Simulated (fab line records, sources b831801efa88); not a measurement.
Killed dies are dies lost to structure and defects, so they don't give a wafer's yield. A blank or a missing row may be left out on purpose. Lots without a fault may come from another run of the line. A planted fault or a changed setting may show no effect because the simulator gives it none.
fab line records | flow gf180mcu
record lots=5 wafers=15 last_day=34
route steps=602 shown HV_LDD@178
lots that met no fault: from a run of the same line without faults
start_h: hours from the record's first day to the start of the lot's first wafer shown | wait_h: hours since the lot's step before | " the same as in the row above | L1.1+2: a row that stands for several wafers | - no value, or no start given | * or withheld: withheld | < > ~ a bound
route shown NAME@n: a module of which the file shows steps, and the number in the route of the first | usual: mean/standard deviation of fault-free wafers | same: alike in all rows | chamber/n: place in a boat | sites: the reading at each site | _std_site: their standard deviation | _edge_site: outer sites' mean less inner sites' | radius_mm: how far each site lies from the wafer's centre | mask NAME#n: copy n | behind: the tool/chamber that last shaped the wafer | hold: why the lot was held/for how many hours/how that ended | device: the transistor (n, p or np) that didn't switch | end of line: the same wafers' tests at the end of the route | a step without rows: its recipe alone | killed: dies lost to structure and defects at the first sort, not the wafer's yield | map: a wafer's dies, x killed, . not, _ none there
set.NAME: the setting as run; set.NAME@STEP: as run at that earlier step | model.NAME: the simulator's own value behind a step, which no gauge read
lots at some steps of the route; a table a step, a row a wafer
services: from which hour (start_h, from the record's first day; less than 0 if before it) a tool's chamber was out of use, for how many hours, and why
## steps
# step GF_HV_LDD_COAT_02
# recipe resist=NOVOLAK spin_rpm=3000 resist_thk_nm=1000
# columns lot.wafer tool chamber start_h wait_h
L080.1+4+5 litho_track-03 0 258.82 0.1
L082.1+3+4 litho_track-04 0 271.32 0.1
L086.1+3+4 litho_track-04 0 297.27 0.1
L089.2+4+5 litho_track-01 0 318.86 0.1
L096.1+3+6 litho_track-03 0 370.56 0.1
# step GF_HV_LDD_SOFTBAKE_03
# recipe temp_c=90 time_s=60 resist=NOVOLAK
# columns lot.wafer tool chamber start_h wait_h
L080.1+4+5 litho_track-03 0 258.97 0.1
L082.1+3+4 litho_track-04 0 271.47 0.1
L086.1+3+4 litho_track-04 0 297.42 0.1
L089.2+4+5 litho_track-01 0 319.01 0.1
L096.1+3+6 litho_track-03 0 370.71 0.1
# step GF_HV_LDD_EXPOSE_04
# recipe mask_id=Nplus_LV_AREA target_cd_nm=400 na=0.6 source_shape=conventional sigma_outer=0.6 dose_mj=140
# same na=0.6
# columns lot.wafer tool chamber start_h wait_h mask
L080.1+4+5 iline_stepper-01 0 - - Nplus_LV_AREA#0
L082.1+3+4 iline_stepper-01 0 - - Nplus_LV_AREA#0
L086.1+3+4 iline_stepper-01 0 - - Nplus_LV_AREA#0
L089.2+4+5 iline_stepper-02 0 - - Nplus_LV_AREA#0
L096.1+3+6 iline_stepper-01 0 - - Nplus_LV_AREA#0
# step GF_HV_LDD_PEB_05
# recipe temp_c=withheld time_s=* resist=NOVOLAK
# columns lot.wafer tool chamber start_h wait_h
L080.1+4+5 litho_track-03 0 - -
L082.1+3+4 litho_track-03 0 - -
L086.1+3+4 litho_track-04 0 - -
L089.2+4+5 litho_track-01 0 - -
L096.1+3+6 litho_track-01 0 - -
# step GF_HV_LDD_DEVELOP_06
# recipe develop_time_s=60 dev_temp_c=23
# usual developer_temp_C=22.98/0.11
# columns lot.wafer tool chamber start_h wait_h developer_temp_C
L080.1 litho_track-03 0 268.92 0.1 22.93
L080.4 " 0 " " 23.14
L080.5 " 0 " " 23.02
L082.1 litho_track-03 0 281.07 0.1 23.09
L082.3 " 0 " " 23.02
L082.4 " 0 " " 23.10
L086.1 litho_track-04 0 306.92 0.1 23.00
L086.3 " 0 " " 22.94
L086.4 " 0 " " 22.95
L089.2 litho_track-01 0 329.41 0.1 23.08
L089.4 " 0 " " 22.99
L089.5 " 0 " " 23.00
L096.1 litho_track-01 0 381.88 0.1 22.76
L096.3 " 0 " " 22.85
L096.6 " 0 " " 22.74
# step GF_HV_LDD_CD_MEAS_07
# recipe target_cd_nm=400
# usual cd_nm=399.5/2.3
# columns lot.wafer tool chamber start_h wait_h cd_nm
L080.1 cd_sem-02 - 269.07 0.1 396.0
L080.4 " - " " 395.9
L080.5 " - " " 398.0
L082.1 cd_sem-01 - 281.22 0.1 399.6
L082.3 " - " " 396.9
L082.4 " - " " 399.8
L086.1 cd_sem-02 - 307.07 0.1 398.5
L086.3 " - " " 398.0
L086.4 " - " " 398.0
L089.2 cd_sem-02 - 329.55 0.1 399.5
L089.4 " - " " 398.8
L089.5 " - " " 402.9
L096.1 cd_sem-01 - 382.14 0.2 398.1
L096.3 " - " " 400.4
L096.6 " - " " 401.2
# step GF_HV_LDD_OVL_MEAS_08
# usual HV_LDD_OVL=1.1/1.3
# columns lot.wafer tool chamber start_h wait_h HV_LDD_OVL[nm]
L080.1 overlay-01 - 269.19 0.1 0.9
L080.4 " - " " 1.8
L080.5 " - " " 0.1
L082.1 overlay-01 - 281.34 0.1 1.6
L082.3 " - " " -0.1
L082.4 " - " " 0.5
L086.1 overlay-02 - 307.19 0.1 0.6
L086.3 " - " " 0.9
L086.4 " - " " -0.3
L089.2 overlay-01 - 329.66 0.1 2.1
L089.4 " - " " 1.2
L089.5 " - " " 0.7
L096.1 overlay-02 - 382.26 0.1 1.2
L096.3 " - " " 0.6
L096.6 " - " " 0.0
# step GF_HV_LDD_IMPLANT_09
# recipe species=As energy_kev=40 dose_cm2=1e+14 tilt_deg=7
# usual beam_energy_keV=40.001/0.012
# columns lot.wafer tool chamber start_h wait_h beam_energy_keV
L080.1 implanter-04 0 269.22 0.0 39.994
L080.4 " 0 " " 40.000
L080.5 " 0 " " 40.012
L082.1 implanter-02 0 281.37 0.0 40.018
L082.3 " 0 " " 40.004
L082.4 " 0 " " 40.008
L086.1 implanter-02 0 307.23 0.0 39.998
L086.3 " 0 " " 39.995
L086.4 " 0 " " 40.007
L089.2 implanter-02 0 329.71 0.0 39.987
L089.4 " 0 " " 39.992
L089.5 " 0 " " 40.004
L096.1 implanter-04 0 382.29 0.0 40.011
L096.3 " 0 " " 40.001
L096.6 " 0 " " 39.992
# step GF_HV_LDD_STRIP_10
# recipe chemistry=O2/N2 power_w=1400 pressure_mtorr=1500 platen_temp_c=250 o2_flow_sccm=3000 n2_flow_sccm=300 overash_fraction=0.5
# usual drypump_motor_current_A=5.7/0.33 heater_power_w=311/36 n2_flow_sccm=300.0/0.93 o2_flow_sccm=3000/9.2 oes_product_au=0.715/0.0043 strip_time_to_endpoint_s=12.63/0.034
# columns lot.wafer tool chamber start_h wait_h drypump_motor_current_A heater_power_w n2_flow_sccm o2_flow_sccm oes_product_au rf_hours_counter_h strip_time_to_endpoint_s
L080.1 plasma_asher-01 0 269.37 0.1 5.5 279 299.3 2990 0.713 61 12.65
L080.4 " 1 " " 5.7 353 299.7 3006 0.723 - 12.69
L080.5 " 0 " " 5.5 281 299.7 2998 0.709 - 12.64
L082.1 plasma_asher-02 1 281.52 0.1 6.6 286 300.3 3015 0.717 51 12.62
L082.3 " 1 " " 6.6 291 300.3 3004 0.722 - 12.67
L082.4 " 0 " " 6.3 352 299.1 3009 0.717 - 12.66
L086.1 plasma_asher-01 0 307.38 0.1 5.5 287 300.1 2993 0.721 65 12.59
L086.3 " 1 " " 5.7 356 300.3 2994 0.713 - 12.61
L086.4 " 0 " " 5.5 288 299.5 3016 0.712 - 12.61
L089.2 plasma_asher-02 0 329.84 0.1 6.3 353 299.1 3000 0.709 56 12.64
L089.4 " 1 " " 6.6 286 299.7 2999 0.716 - 12.62
L089.5 " 1 " " 6.6 279 300.8 3009 0.709 - 12.66
L096.1 plasma_asher-03 1 382.44 0.1 5.6 305 300.4 2989 0.716 73 12.56
L096.3 " 1 " " 5.6 299 299.2 2992 0.713 - 12.58
L096.6 " 1 " " 5.6 298 300.5 2991 0.709 - 12.60
# step GF_HV_LDD_TW_MEAS_11
# usual HV_LDD_TW=2419/16
# columns lot.wafer tool chamber start_h wait_h HV_LDD_TW
L080.1 film_metro-01 - 269.47 0.1 2402
L080.4 " - " " 2394
L080.5 " - " " 2413
L082.1 film_metro-03 - 281.62 0.1 2455
L082.3 " - " " 2449
L082.4 " - " " 2436
L086.1 film_metro-01 - 307.48 0.1 2410
L086.3 " - " " 2397
L086.4 " - " " 2392
L089.2 film_metro-04 - 329.95 0.1 2433
L089.4 " - " " 2432
L089.5 " - " " 2428
L096.1 film_metro-04 - 382.54 0.1 2421
L096.3 " - " " 2432
L096.6 " - " " 2414
# step GF_HV_LDD_DEHYDRATE_12
# recipe temp_c=200 time_s=60
# columns lot.wafer tool chamber start_h wait_h
L080.1+4+5 litho_track-01 0 278.93 9.4
L082.1+3+4 litho_track-01 0 290.88 9.2
L086.1+3+4 litho_track-01 0 317.18 9.7
L089.2+4+5 litho_track-01 0 340.26 10.3
L096.1+3+6 litho_track-03 0 393.36 10.8
# step GF_HV_LDD_HMDS_13
# recipe prime_time_s=60 prime_temp_c=120
# columns lot.wafer tool chamber start_h wait_h
L080.1+4+5 litho_track-01 0 279.08 0.1
L082.1+3+4 litho_track-01 0 291.03 0.1
L086.1+3+4 litho_track-01 0 317.33 0.1
L089.2+4+5 litho_track-01 0 340.41 0.1
L096.1+3+6 litho_track-03 0 393.51 0.1
# step GF_HV_LDD_COAT_14
# recipe resist=NOVOLAK spin_rpm=3000 resist_thk_nm=1000
# columns lot.wafer tool chamber start_h wait_h
L080.1+4+5 litho_track-01 0 279.23 0.1
L082.1+3+4 litho_track-01 0 291.18 0.1
L086.1+3+4 litho_track-01 0 317.48 0.1
L089.2+4+5 litho_track-01 0 340.56 0.1
L096.1+3+6 litho_track-03 0 393.66 0.1
# step GF_HV_LDD_SOFTBAKE_15
# recipe temp_c=90 time_s=60 resist=NOVOLAK
# columns lot.wafer tool chamber start_h wait_h
L080.1+4+5 litho_track-01 0 279.38 0.1
L082.1+3+4 litho_track-01 0 291.33 0.1
L086.1+3+4 litho_track-01 0 317.63 0.1
L089.2+4+5 litho_track-01 0 340.71 0.1
L096.1+3+6 litho_track-03 0 393.81 0.1
# step GF_HV_LDD_EXPOSE_16
# recipe mask_id=Pplus_LV_AREA target_cd_nm=400 na=0.6 source_shape=conventional sigma_outer=0.6 dose_mj=140
# same na=0.6
# columns lot.wafer tool chamber start_h wait_h mask
L080.1+4+5 iline_stepper-01 0 - - Pplus_LV_AREA#0
L082.1+3+4 iline_stepper-02 0 - - Pplus_LV_AREA#0
L086.1+3+4 iline_stepper-01 0 - - Pplus_LV_AREA#0
L089.2+4+5 iline_stepper-02 0 - - Pplus_LV_AREA#0
L096.1+3+6 iline_stepper-01 0 - - Pplus_LV_AREA#0
# step GF_HV_LDD_PEB_17
# recipe temp_c=withheld time_s=* resist=NOVOLAK
# columns lot.wafer tool chamber start_h wait_h
L080.1+4+5 litho_track-01 0 - -
L082.1+3+4 litho_track-03 0 - -
L086.1+3+4 litho_track-03 0 - -
L089.2+4+5 litho_track-04 0 - -
L096.1+3+6 litho_track-03 0 - -
# step GF_HV_LDD_DEVELOP_18
# recipe develop_time_s=57.12 dev_temp_c=23
# usual developer_temp_C=22.99/0.1
# columns lot.wafer tool chamber start_h wait_h developer_temp_C
L080.1 litho_track-01 0 289.08 0.1 23.07
L080.4 " 0 " " 23.06
L080.5 " 0 " " 23.06
L082.1 litho_track-03 0 301.22 0.1 23.08
L082.3 " 0 " " 22.98
L082.4 " 0 " " 22.94
L086.1 litho_track-03 0 327.67 0.1 22.95
L086.3 " 0 " " 22.83
L086.4 " 0 " " 22.78
L089.2 litho_track-04 0 351.50 0.1 22.90
L089.4 " 0 " " 23.01
L089.5 " 0 " " 22.97
L096.1 litho_track-03 0 405.46 0.1 23.00
L096.3 " 0 " " 22.83
L096.6 " 0 " " 22.98
# step GF_HV_LDD_CD_MEAS_19
# recipe target_cd_nm=400
# usual cd_nm=394.6/2.4
# columns lot.wafer tool chamber start_h wait_h cd_nm
L080.1 cd_sem-02 - 289.23 0.1 394.8
L080.4 " - " " 394.9
L080.5 " - " " 394.8
L082.1 cd_sem-02 - 301.37 0.1 391.7
L082.3 " - " " 390.0
L082.4 " - " " 391.7
L086.1 cd_sem-02 - 327.82 0.1 392.6
L086.3 " - " " 390.1
L086.4 " - " " 392.3
L089.2 cd_sem-01 - 351.64 0.1 396.2
L089.4 " - " " 394.3
L089.5 " - " " 397.2
L096.1 cd_sem-01 - 405.61 0.1 390.1
L096.3 " - " " 393.1
L096.6 " - " " 391.4
# step GF_HV_LDD_OVL_MEAS_20
# usual HV_LDD_01_OVL=0.2/1.5
# columns lot.wafer tool chamber start_h wait_h HV_LDD_01_OVL[nm]
L080.1 overlay-01 - 289.35 0.1 -1.6
L080.4 " - " " -2.6
L080.5 " - " " -1.9
L082.1 overlay-02 - 301.49 0.1 0.2
L082.3 " - " " 0.1
L082.4 " - " " 1.2
L086.1 overlay-02 - 327.94 0.1 0.5
L086.3 " - " " 1.4
L086.4 " - " " -0.2
L089.2 overlay-01 - 351.75 0.1 -1.7
L089.4 " - " " 0.9
L089.5 " - " " 0.5
L096.1 overlay-02 - 405.73 0.1 -1.7
L096.3 " - " " -2.4
L096.6 " - " " -2.0
# step GF_HV_LDD_IMPLANT_21
# recipe species=BF2 energy_kev=25 dose_cm2=5e+13 tilt_deg=7
# usual beam_energy_keV=25.000/0.0071
# columns lot.wafer tool chamber start_h wait_h beam_energy_keV
L080.1 implanter-02 0 289.39 0.0 24.993
L080.4 " 0 " " 24.977
L080.5 " 0 " " 24.991
L082.1 implanter-02 0 301.52 0.0 24.998
L082.3 " 0 " " 24.999
L082.4 " 0 " " 25.008
L086.1 implanter-01 0 327.97 0.0 24.994
L086.3 " 0 " " 24.994
L086.4 " 0 " " 25.001
L089.2 implanter-02 0 351.80 0.0 25.002
L089.4 " 0 " " 24.992
L089.5 " 0 " " 24.992
L096.1 implanter-01 0 405.77 0.0 24.998
L096.3 " 0 " " 24.994
L096.6 " 0 " " 24.995
# step GF_HV_LDD_STRIP_22
# recipe chemistry=O2/N2 power_w=1400 pressure_mtorr=1500 platen_temp_c=250 o2_flow_sccm=3000 n2_flow_sccm=300 overash_fraction=0.5
# usual drypump_motor_current_A=5.9/0.41 heater_power_w=309/35 n2_flow_sccm=300.0/0.92 o2_flow_sccm=3000/9.1 oes_product_au=0.716/0.0043 strip_time_to_endpoint_s=12.64/0.038
# columns lot.wafer tool chamber start_h wait_h drypump_motor_current_A heater_power_w n2_flow_sccm o2_flow_sccm oes_product_au rf_hours_counter_h strip_time_to_endpoint_s
L080.1 plasma_asher-01 1 289.54 0.1 5.7 362 299.3 2992 0.714 63 12.62
L080.4 " 0 " " 5.5 283 300.7 2991 0.717 - 12.65
L080.5 " 1 " " 5.7 358 300.4 2983 0.722 - 12.60
L082.1 plasma_asher-03 1 301.67 0.1 5.6 305 298.6 3001 0.709 64 12.65
L082.3 " 1 " " 5.6 308 299.4 2993 0.714 - 12.68
L082.4 " 0 " " 5.6 278 300.3 3012 0.730 - 12.68
L086.1 plasma_asher-02 1 328.12 0.1 6.6 279 300.0 2993 0.714 56 12.65
L086.3 " 1 " " 6.6 287 299.1 2999 0.719 - 12.66
L086.4 " 0 " " 6.3 357 301.2 3004 0.707 - 12.64
L089.2 plasma_asher-03 1 351.93 0.1 5.6 302 299.2 3008 0.710 70 12.63
L089.4 " 1 " " 5.6 293 300.7 2997 0.717 - 12.64
L089.5 " 1 " " 5.6 299 299.5 3004 0.715 - 12.69
L096.1 plasma_asher-01 1 405.92 0.1 5.7 356 299.2 3018 0.713 75 12.65
L096.3 " 0 " " 5.5 285 299.3 3017 0.716 - 12.63
L096.6 " 0 " " 5.5 285 300.3 3015 0.715 - 12.66
# step GF_HV_LDD_TW_MEAS_23
# usual HV_LDD_2_TW=1058/6.3
# columns lot.wafer tool chamber start_h wait_h HV_LDD_2_TW
L080.1 film_metro-01 - 289.64 0.1 1052
L080.4 " - " " 1053
L080.5 " - " " 1056
L082.1 film_metro-03 - 301.77 0.1 1076
L082.3 " - " " 1065
L082.4 " - " " 1070
L086.1 film_metro-01 - 328.22 0.1 1055
L086.3 " - " " 1054
L086.4 " - " " 1052
L089.2 film_metro-01 - 352.04 0.1 1051
L089.4 " - " " 1046
L089.5 " - " " 1050
L096.1 film_metro-01 - 406.02 0.1 1056
L096.3 " - " " 1050
L096.6 " - " " 1058
# step GF_HV_LDD_DEHYDRATE_24
# recipe temp_c=200 time_s=60
# columns lot.wafer tool chamber start_h wait_h
L080.1+4+5 litho_track-03 0 299.22 9.6
L082.1+3+4 litho_track-04 0 311.57 9.8
L086.1+3+4 litho_track-01 0 338.28 10.0
L089.2+4+5 litho_track-04 0 362.35 10.3
L096.1+3+6 litho_track-04 0 417.32 11.3
# step GF_HV_LDD_HMDS_25
# recipe prime_time_s=60 prime_temp_c=120
# columns lot.wafer tool chamber start_h wait_h
L080.1+4+5 litho_track-03 0 299.37 0.1
L082.1+3+4 litho_track-04 0 311.72 0.1
L086.1+3+4 litho_track-01 0 338.43 0.1
L089.2+4+5 litho_track-04 0 362.50 0.1
L096.1+3+6 litho_track-04 0 417.47 0.1
# step GF_HV_LDD_COAT_26
# recipe resist=NOVOLAK spin_rpm=3000 resist_thk_nm=1000
# columns lot.wafer tool chamber start_h wait_h
L080.1+4+5 litho_track-03 0 299.52 0.1
L082.1+3+4 litho_track-04 0 311.87 0.1
L086.1+3+4 litho_track-01 0 338.58 0.1
L089.2+4+5 litho_track-04 0 362.65 0.1
L096.1+3+6 litho_track-04 0 417.62 0.1
# step GF_HV_LDD_SOFTBAKE_27
# recipe temp_c=90 time_s=60 resist=NOVOLAK
# columns lot.wafer tool chamber start_h wait_h
L080.1+4+5 litho_track-03 0 299.67 0.1
L082.1+3+4 litho_track-04 0 312.02 0.1
L086.1+3+4 litho_track-01 0 338.73 0.1
L089.2+4+5 litho_track-04 0 362.80 0.1
L096.1+3+6 litho_track-04 0 417.77 0.1
# step GF_HV_LDD_EXPOSE_28
# recipe mask_id=Nplus_HV_AREA target_cd_nm=400 na=0.6 source_shape=conventional sigma_outer=0.6 dose_mj=140
# same na=0.6
# columns lot.wafer tool chamber start_h wait_h mask
L080.1+4+5 iline_stepper-02 0 - - Nplus_HV_AREA#0
L082.1+3+4 iline_stepper-01 0 - - Nplus_HV_AREA#0
L086.1+3+4 iline_stepper-02 0 - - Nplus_HV_AREA#0
L089.2+4+5 iline_stepper-02 0 - - Nplus_HV_AREA#0
L096.1+3+6 iline_stepper-02 0 - - Nplus_HV_AREA#0
# step GF_HV_LDD_PEB_29
# recipe temp_c=withheld time_s=* resist=NOVOLAK
# columns lot.wafer tool chamber start_h wait_h
L080.1+4+5 litho_track-03 0 - -
L082.1+3+4 litho_track-03 0 - -
L086.1+3+4 litho_track-01 0 - -
L089.2+4+5 litho_track-01 0 - -
L096.1+3+6 litho_track-03 0 - -
# step GF_HV_LDD_DEVELOP_30
# recipe develop_time_s=60 dev_temp_c=23
# usual developer_temp_C=23.00/0.1
# columns lot.wafer tool chamber start_h wait_h developer_temp_C
L080.1 litho_track-03 0 309.72 0.1 22.93
L080.4 " 0 " " 23.02
L080.5 " 0 " " 22.99
L082.1 litho_track-03 0 322.57 0.1 22.93
L082.3 " 0 " " 22.95
L082.4 " 0 " " 22.94
L086.1 litho_track-01 0 349.68 0.1 23.03
L086.3 " 0 " " 23.09
L086.4 " 0 " " 23.18
L089.2 litho_track-01 0 373.86 0.1 23.14
L089.4 " 0 " " 22.94
L089.5 " 0 " " 23.03
L096.1 litho_track-03 0 430.41 0.1 22.98
L096.3 " 0 " " 22.89
L096.6 " 0 " " 22.95
# step GF_HV_LDD_CD_MEAS_31
# recipe target_cd_nm=400
# usual cd_nm=399.6/2.6
# columns lot.wafer tool chamber start_h wait_h cd_nm
L080.1 cd_sem-02 - 309.87 0.1 399.9
L080.4 " - " " 399.7
L080.5 " - " " 398.0
L082.1 cd_sem-02 - 322.72 0.1 399.0
L082.3 " - " " 400.1
L082.4 " - " " 400.0
L086.1 cd_sem-01 - 349.83 0.1 397.3
L086.3 " - " " 399.3
L086.4 " - " " 397.4
L089.2 cd_sem-01 - 374.00 0.1 394.3
L089.4 " - " " 394.8
L089.5 " - " " 394.0
L096.1 cd_sem-02 - 430.56 0.1 397.8
L096.3 " - " " 397.0
L096.6 " - " " 396.9
# step GF_HV_LDD_OVL_MEAS_32
# usual HV_LDD_02_OVL=0.0/1.5
# columns lot.wafer tool chamber start_h wait_h HV_LDD_02_OVL[nm]
L080.1 overlay-01 - 309.99 0.1 1.4
L080.4 " - " " -0.5
L080.5 " - " " -0.2
L082.1 overlay-01 - 322.84 0.1 -0.5
L082.3 " - " " -2.2
L082.4 " - " " -3.3
L086.1 overlay-01 - 349.95 0.1 1.5
L086.3 " - " " -1.2
L086.4 " - " " -0.1
L089.2 overlay-01 - 374.11 0.1 -0.3
L089.4 " - " " -0.9
L089.5 " - " " 1.9
L096.1 overlay-02 - 430.68 0.1 0.5
L096.3 " - " " 0.2
L096.6 " - " " 1.5
# step GF_HV_LDD_IMPLANT_33
# recipe species=P energy_kev=60 dose_cm2=7.5e+12 tilt_deg=30 rotation_deg=0
# usual beam_energy_keV=60.003/0.017
# columns lot.wafer tool chamber start_h wait_h beam_energy_keV
L080.1 implanter-01 0 310.02 0.0 60.038
L080.4 " 0 " " 60.002
L080.5 " 0 " " 60.006
L082.1 implanter-01 0 322.87 0.0 59.977
L082.3 " 0 " " 60.005
L082.4 " 0 " " 59.999
L086.1 implanter-01 0 349.99 0.0 59.977
L086.3 " 0 " " 59.978
L086.4 " 0 " " 59.989
L089.2 implanter-01 0 374.16 0.0 60.019
L089.4 " 0 " " 59.990
L089.5 " 0 " " 60.008
L096.1 implanter-04 0 430.72 0.0 60.030
L096.3 " 0 " " 60.000
L096.6 " 0 " " 59.990
# step GF_HV_LDD_IMPLANT_34
# recipe species=P energy_kev=60 dose_cm2=7.5e+12 tilt_deg=30 rotation_deg=90
# usual beam_energy_keV=60.002/0.019
# columns lot.wafer tool chamber start_h wait_h beam_energy_keV
L080.1 implanter-01 0 310.17 0.1 59.994
L080.4 " 0 " " 60.020
L080.5 " 0 " " 59.990
L082.1 implanter-01 0 323.02 0.1 59.977
L082.3 " 0 " " 59.988
L082.4 " 0 " " 60.038
L086.1 implanter-01 0 350.14 0.1 60.006
L086.3 " 0 " " 60.030
L086.4 " 0 " " 60.007
L089.2 implanter-01 0 374.31 0.1 59.994
L089.4 " 0 " " 60.013
L089.5 " 0 " " 59.979
L096.1 implanter-04 0 430.87 0.1 60.026
L096.3 " 0 " " 60.019
L096.6 " 0 " " 60.001
# step GF_HV_LDD_IMPLANT_35
# recipe species=P energy_kev=60 dose_cm2=7.5e+12 tilt_deg=30 rotation_deg=180
# usual beam_energy_keV=59.996/0.017
# columns lot.wafer tool chamber start_h wait_h beam_energy_keV
L080.1 implanter-01 0 310.32 0.1 60.033
L080.4 " 0 " " 60.030
L080.5 " 0 " " 60.020
L082.1 implanter-01 0 323.17 0.1 60.003
L082.3 " 0 " " 59.977
L082.4 " 0 " " 59.988
L086.1 implanter-01 0 350.29 0.1 59.991
L086.3 " 0 " " 60.016
L086.4 " 0 " " 59.996
L089.2 implanter-01 0 374.46 0.1 60.015
L089.4 " 0 " " 60.005
L089.5 " 0 " " 59.973
L096.1 implanter-04 0 431.02 0.1 59.972
L096.3 " 0 " " 59.987
L096.6 " 0 " " 59.992
# step GF_HV_LDD_IMPLANT_36
# recipe species=P energy_kev=60 dose_cm2=7.5e+12 tilt_deg=30 rotation_deg=270
# usual beam_energy_keV=60.005/0.019
# columns lot.wafer tool chamber start_h wait_h beam_energy_keV
L080.1 implanter-01 0 310.47 0.1 59.991
L080.4 " 0 " " 60.013
L080.5 " 0 " " 60.008
L082.1 implanter-01 0 323.32 0.1 60.001
L082.3 " 0 " " 60.022
L082.4 " 0 " " 60.009
L086.1 implanter-01 0 350.44 0.1 60.020
L086.3 " 0 " " 60.004
L086.4 " 0 " " 59.987
L089.2 implanter-01 0 374.61 0.1 60.015
L089.4 " 0 " " 59.953
L089.5 " 0 " " 59.979
L096.1 implanter-04 0 431.17 0.1 59.984
L096.3 " 0 " " 59.972
L096.6 " 0 " " 60.005
# step GF_HV_LDD_STRIP_37
# recipe chemistry=O2/N2 power_w=1400 pressure_mtorr=1500 platen_temp_c=250 o2_flow_sccm=3000 n2_flow_sccm=300 overash_fraction=0.5
# usual drypump_motor_current_A=5.9/0.42 heater_power_w=308/34 n2_flow_sccm=300.1/0.9 o2_flow_sccm=3000/8.1 oes_product_au=0.715/0.0048 strip_time_to_endpoint_s=12.65/0.036
# columns lot.wafer tool chamber start_h wait_h drypump_motor_current_A heater_power_w n2_flow_sccm o2_flow_sccm oes_product_au rf_hours_counter_h strip_time_to_endpoint_s
L080.1 plasma_asher-03 1 310.62 0.1 5.6 307 300.7 2995 0.722 65 12.67
L080.4 " 1 " " 5.6 297 299.2 2993 0.708 - 12.67
L080.5 " 0 " " 5.6 269 298.4 3004 0.719 - 12.68
L082.1 plasma_asher-03 1 323.47 0.1 5.6 296 299.2 2996 0.712 67 12.63
L082.3 " 0 " " 5.6 279 300.9 3002 0.712 - 12.56
L082.4 " 1 " " 5.6 300 298.3 2999 0.721 - 12.59
L086.1 plasma_asher-01 1 350.59 0.1 5.7 360 301.1 3006 0.717 69 12.72
L086.3 " 0 " " 5.5 285 299.7 3004 0.727 - 12.66
L086.4 " 1 " " 5.7 366 301.8 3002 0.722 - 12.70
L089.2 plasma_asher-02 1 374.74 0.1 6.6 279 300.5 2996 0.719 61 12.65
L089.4 " 1 " " 6.6 288 299.4 2999 0.712 - 12.65
L089.5 " 0 " " 6.3 360 300.9 2980 0.720 - 12.63
L096.1 plasma_asher-03 1 431.32 0.1 5.6 301 300.6 2986 0.725 78 12.60
L096.3 " 1 " " 5.6 298 300.0 3000 0.720 - 12.67
L096.6 " 0 " " 5.6 272 300.8 3010 0.712 - 12.69
# step GF_HV_LDD_TW_MEAS_38
# usual HV_LDD_3_TW=1438/8
# columns lot.wafer tool chamber start_h wait_h HV_LDD_3_TW
L080.1 film_metro-04 - 310.72 0.1 1441
L080.4 " - " " 1442
L080.5 " - " " 1446
L082.1 film_metro-03 - 323.57 0.1 1444
L082.3 " - " " 1443
L082.4 " - " " 1443
L086.1 film_metro-01 - 350.69 0.1 1434
L086.3 " - " " 1424
L086.4 " - " " 1426
L089.2 film_metro-01 - 374.85 0.1 1420
L089.4 " - " " 1432
L089.5 " - " " 1436
L096.1 film_metro-01 - 431.42 0.1 1438
L096.3 " - " " 1431
L096.6 " - " " 1435
# step GF_HV_LDD_DEHYDRATE_39
# recipe temp_c=200 time_s=60
# columns lot.wafer tool chamber start_h wait_h
L080.1+4+5 litho_track-01 0 321.03 10.3
L082.1+3+4 litho_track-03 0 333.42 9.8
L086.1+3+4 litho_track-01 0 361.18 10.5
L089.2+4+5 litho_track-01 0 385.66 10.8
L096.1+3+6 litho_track-03 0 442.96 11.5
# step GF_HV_LDD_HMDS_40
# recipe prime_time_s=60 prime_temp_c=120
# columns lot.wafer tool chamber start_h wait_h
L080.1+4+5 litho_track-01 0 321.18 0.1
L082.1+3+4 litho_track-03 0 333.57 0.1
L086.1+3+4 litho_track-01 0 361.33 0.1
L089.2+4+5 litho_track-01 0 385.81 0.1
L096.1+3+6 litho_track-03 0 443.11 0.1
# step GF_HV_LDD_COAT_41
# recipe resist=NOVOLAK spin_rpm=3000 resist_thk_nm=1000
# columns lot.wafer tool chamber start_h wait_h
L080.1+4+5 litho_track-01 0 321.33 0.1
L082.1+3+4 litho_track-03 0 333.72 0.1
L086.1+3+4 litho_track-01 0 361.48 0.1
L089.2+4+5 litho_track-01 0 385.96 0.1
L096.1+3+6 litho_track-03 0 443.26 0.1
# step GF_HV_LDD_SOFTBAKE_42
# recipe temp_c=90 time_s=60 resist=NOVOLAK
# columns lot.wafer tool chamber start_h wait_h
L080.1+4+5 litho_track-01 0 321.48 0.1
L082.1+3+4 litho_track-03 0 333.87 0.1
L086.1+3+4 litho_track-01 0 361.63 0.1
L089.2+4+5 litho_track-01 0 386.11 0.1
L096.1+3+6 litho_track-03 0 443.41 0.1
# step GF_HV_LDD_EXPOSE_43
# recipe mask_id=Pplus_HV_AREA target_cd_nm=400 na=0.6 source_shape=conventional sigma_outer=0.6 dose_mj=140
# same na=0.6
# columns lot.wafer tool chamber start_h wait_h mask
L080.1+4+5 iline_stepper-02 0 - - Pplus_HV_AREA#0
L082.1+3+4 iline_stepper-01 0 - - Pplus_HV_AREA#0
L086.1+3+4 iline_stepper-02 0 - - Pplus_HV_AREA#0
L089.2+4+5 iline_stepper-01 0 - - Pplus_HV_AREA#0
L096.1+3+6 iline_stepper-01 0 - - Pplus_HV_AREA#0
# step GF_HV_LDD_PEB_44
# recipe temp_c=withheld time_s=* resist=NOVOLAK
# columns lot.wafer tool chamber start_h wait_h
L080.1+4+5 litho_track-03 0 - -
L082.1+3+4 litho_track-04 0 - -
L086.1+3+4 litho_track-03 0 - -
L089.2+4+5 litho_track-04 0 - -
L096.1+3+6 litho_track-01 0 - -
## services
# columns tool chamber start_h hours kind
implanter-04 - 238.41 7.7 repair
iline_stepper-01 - 241.38 1.7 pm
plasma_asher-01 - 250.25 5.4 repair
plasma_asher-03 - 253.11 10.0 pm
implanter-04 - 258.90 3.2 pm
plasma_asher-02 - 262.11 3.1 repair
implanter-04 - 279.67 23.8 repair
implanter-02 - 294.31 2.3 repair
implanter-02 - 295.19 3.7 repair
iline_stepper-02 - 312.18 1.7 pm
iline_stepper-01 - 313.85 2.1 pm
implanter-04 - 332.90 3.6 repair
implanter-04 - 338.47 18.2 repair
plasma_asher-03 - 353.70 2.9 repair
plasma_asher-01 - 358.21 3.0 repair
implanter-02 - 375.52 3.2 pm
plasma_asher-03 - 388.57 5.4 repair
iline_stepper-02 - 407.49 6.9 repair
plasma_asher-01 - 421.32 9.0 pm
implanter-04 - 421.47 0.7 repair
implanter-01 - 422.74 4.2 pm
iline_stepper-02 - 423.97 8.9 pm
plasma_asher-01 - 440.09 28.1 repair
plasma_asher-03 - 441.02 2.6 repair
## key
fault none
